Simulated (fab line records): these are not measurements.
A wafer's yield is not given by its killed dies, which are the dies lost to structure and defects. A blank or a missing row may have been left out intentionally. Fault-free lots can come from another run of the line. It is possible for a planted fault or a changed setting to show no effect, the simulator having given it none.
What tool caused it? ; flow sky130 ; Sampling: 11 lots, 30 wafers, 5 of 708 route steps

WHAT THE GAUGES READ, wafer by wafer
SKY_VT_ADJUST_LVTN_TW_MEAS_21. Usual: VT_ADJUST_LVTN_2_TW typically reads 188.0, with standard deviation 1.3.
lot;measured;on;VT_ADJUST_LVTN_2_TW;flag
L215;day 7 13:23;film_metro-02;187.3 187.8 188.2;
L216;day 8 02:38;film_metro-02;186.9 186.3 187.4;
L217;day 8 10:45;film_metro-03;189.3 190.4 188.8;
L222;day 10 05:59;film_metro-02;188.7 188.7;
L224;day 10 11:04;film_metro-02;187.3 187.5;
L225;day 10 12:37;film_metro-04;186.6 186.0;
L229;day 11 21:23;film_metro-04;185.4 184.6 186.0;
L231;day 12 08:31;film_metro-03;189.1 190.0 189.6;
L232;day 12 14:21;film_metro-03;187.6 188.5 187.8;
L236;day 14 02:30;film_metro-03;189.3 188.9 190.2;
L238;day 14 11:18;film_metro-02;187.6 189.1 188.4;

SKY_CONTACT_OVL_MEAS_15. Usual: CONTACT_OVL typically reads 2 nm, with standard deviation 5.8.
lot;measured;on;CONTACT_OVL (nm);flag
L215;day 31 13:19;overlay-02;4 0 15;
L216;day 32 10:19;overlay-01;0 -4 -1;
L217;day 32 16:42;overlay-01;-2 2 -7;
L222;day 34 20:02;overlay-01;11 2;
L224;day 34 23:47;overlay-01;-2 4;
L225;day 34 22:25;overlay-01;1 5;
L229;day 36 10:37;overlay-01;7 9 4;
L231;day 36 21:51;overlay-02;-4 -3 -3;
L232;day 37 08:32;overlay-01;3 5 1;
L236;day 38 16:59;overlay-02;0 5 -6;
L238;day 38 22:23;overlay-02;-3 -2 -2;

SKY_PASSIVATION_THK_MEAS_03. Usual: PASSIVATION_CVD_02_THK typically reads 540 nm, with standard deviation 6.9.
lot;measured;on;PASSIVATION_CVD_02_THK (nm);flag
L215;day 43 22:43;film_metro-02;535 529 532;
L216;day 44 16:19;film_metro-02;534 524 541;
L217;day 44 21:09;film_metro-03;544 549 548;
L222;day 46 14:16;film_metro-03;547 726;OFF
L224;day 46 17:57;film_metro-02;701 717;OFF
L225;day 46 16:52;film_metro-03;545 721;OFF
L229;day 47 19:23;film_metro-01;535 548 542;
L231;day 48 05:36;film_metro-03;544 545 551;
L232;day 48 12:59;film_metro-01;528 543 534;
L236;day 49 16:26;film_metro-01;537 545 538;
L238;day 49 17:34;film_metro-01;544 546 549;

EACH LOT AND THE TOOL THAT RAN IT (in order: tool; ch and the chambers of the sampled wafers; start)
lot;SKY_POLY_GATE_ETCH_16;SKY_PASSIVATION_CVD_02
L215;rie_diel-04 ch 1,2,3, day 16 08:53;pecvd-03 ch 0,1,2, day 43 22:30
L216;rie_diel-03 ch 0,1, day 17 04:05;pecvd-03 ch 0,1,2, day 44 16:06
L217;rie_diel-03 ch 0,1, day 17 11:29;pecvd-02 ch 0,1,2, day 44 20:55
L222;rie_diel-01 ch 1,2, day 19 22:01;pecvd-02 ch 1,2, day 46 14:07
L224;rie_diel-01 ch 3, day 20 03:28;pecvd-02 ch 1,2, day 46 17:43
L225;rie_diel-03 ch 2,3, day 20 02:05;pecvd-02 ch 0,2, day 46 16:43
L229;rie_diel-01 ch 0,3, day 21 21:56;pecvd-03 ch 0,1, day 47 19:03
L231;rie_diel-03 ch 0,2, day 22 08:59;pecvd-04 ch 0,1, day 48 05:21
L232;rie_diel-03 ch 2,3, day 22 19:13;pecvd-03 ch 0,2, day 48 12:45
L236;rie_diel-01 ch 0,2, day 24 11:17;pecvd-04 ch 2, day 49 16:05
L238;rie_diel-04 ch 0,1,2, day 24 19:14;pecvd-04 ch 0,2, day 49 17:20
- SKY_POLY_GATE_ETCH_16: etches Si3N4 in CH3F/O2, stops on poly-Si, time 147.5 s, target depth 75 nm.
- SKY_PASSIVATION_CVD_02: deposits Si3N4, target thk 540 nm.

WHAT THE TOOLS THEMSELVES READ (means of the sampled wafers that have a number; where no wafer has one, the mark that the record gives instead)
SKY_POLY_GATE_ETCH_16. Usual: drypump_motor_current_A 5.8 A, standard deviation 0.47; oes_product_au 0.639 a.u., standard deviation 0.0052; throttle_valve_pct 10.534 %, standard deviation 0.0089.
lot;tool;drypump_motor_current_A (A);oes_product_au (a.u.);throttle_valve_pct (%);flag
L215;rie_diel-04;5.6;0.645;10.537;
L216;rie_diel-03;6.3;0.636;10.527;
L217;rie_diel-03;6.5;0.638;10.536;
L222;rie_diel-01;5.7;0.637;10.543;
L224;rie_diel-01;5.5;0.641;10.534;
L225;rie_diel-03;5.8;0.647;10.532;
L229;rie_diel-01;5.4;0.632;10.539;
L231;rie_diel-03;6.2;0.636;10.538;
L232;rie_diel-03;5.6;0.638;10.528;
L236;rie_diel-01;5.4;0.639;10.538;
L238;rie_diel-04;6.0;0.634;10.531;

SKY_PASSIVATION_CVD_02. Usual: heater_power_w 695 W, standard deviation 78.
lot;tool;heater_power_w (W);flag
L215;pecvd-03;654;
L216;pecvd-03;675;
L217;pecvd-02;726;
L222;pecvd-02;703;
L224;pecvd-02;812;
L225;pecvd-02;738;
L229;pecvd-03;654;
L231;pecvd-04;636;
L232;pecvd-03;680;
L236;pecvd-04;691;
L238;pecvd-04;649;

THE ANSWER, worked out from the rows above alone
Rule: a lot is off if the mean of its wafers that have a number lies more than 3 standard deviations from the usual mean. Also off: a lot with no number at a reading for which 4 or more lots have one. The other lots that the step has rows for count as sound. First the gauges in route order, then the tools' own readings, where a lot's mean is used as printed above. The first step at which some lot is off is used, and at that step the reading that is off furthest; a lot without a number counts as furthest.
Off: L222, L224, L225, seen at SKY_PASSIVATION_THK_MEAS_03 (PASSIVATION_CVD_02_THK).
A tool fits if, at a process step before that reading, it ran every lot that is off, and no sound lot after the first of them. Those tools and the gauges at SKY_PASSIVATION_THK_MEAS_03 are tried in the same way. One fits: pecvd-02 at SKY_PASSIVATION_CVD_02. A fault onset in the window from L217 (day 44 20:55, its last sound lot) to L222 (day 46 14:07, its first lot off) fits.

WHAT WAS PUT IN BY THE SIMULATOR
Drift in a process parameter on pecvd-02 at SKY_PASSIVATION_CVD_02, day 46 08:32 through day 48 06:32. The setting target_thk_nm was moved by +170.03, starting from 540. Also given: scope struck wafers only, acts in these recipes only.
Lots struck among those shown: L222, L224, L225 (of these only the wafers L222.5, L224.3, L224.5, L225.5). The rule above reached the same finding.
